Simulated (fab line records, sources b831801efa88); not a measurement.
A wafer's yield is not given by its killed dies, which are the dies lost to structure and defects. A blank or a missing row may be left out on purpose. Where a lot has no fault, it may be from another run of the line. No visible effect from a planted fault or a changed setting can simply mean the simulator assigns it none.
Which tool did it? | flow gf180mcu | 6 lots, 18 wafers sampled, at 1 step of a route of 602

## WHAT EACH GAUGE READ, for each wafer
GF_V1_THK_MEAS_03.
lot  | measured     | on            | V1_CVD_02_THK (nm)
L238 | day 17 19:02 | film_metro-04 | 861 861 870
L240 | day 18 20:46 | film_metro-04 | 850 876 882
L252 | day 22 22:28 | film_metro-01 | 860 873 880
L254 | day 23 14:53 | film_metro-04 | 871 889 891
L257 | day 24 16:52 | film_metro-02 | 851 851 877
L259 | day 25 08:04 | film_metro-01 | 882 870 879

## EACH LOT AND THE TOOL THAT RAN IT (in order: tool; ch and the chambers of the sampled wafers; start)
No process step before these readings appears in the record.

## THE ANSWER, worked out from the rows above alone
Rule: usual is defined by the lots themselves. The widest of any qualifying gaps counts: lots, ordered by their means at a reading, are off when they make up no more than a third of the lots, leave a main group of 4 or more, and stand apart from it by 3 or more times the standard deviation of that group's means. The tables above print the reading to a certain number of digits; a main group whose means all agree to those digits is not used. Also off: a lot with no number at a reading for which 4 or more lots have one. Any other lot the step has rows for is counted as sound.
No lot is off at any reading shown: from this, nothing can be told.

## WHAT THE SIMULATOR HAD INSERTED
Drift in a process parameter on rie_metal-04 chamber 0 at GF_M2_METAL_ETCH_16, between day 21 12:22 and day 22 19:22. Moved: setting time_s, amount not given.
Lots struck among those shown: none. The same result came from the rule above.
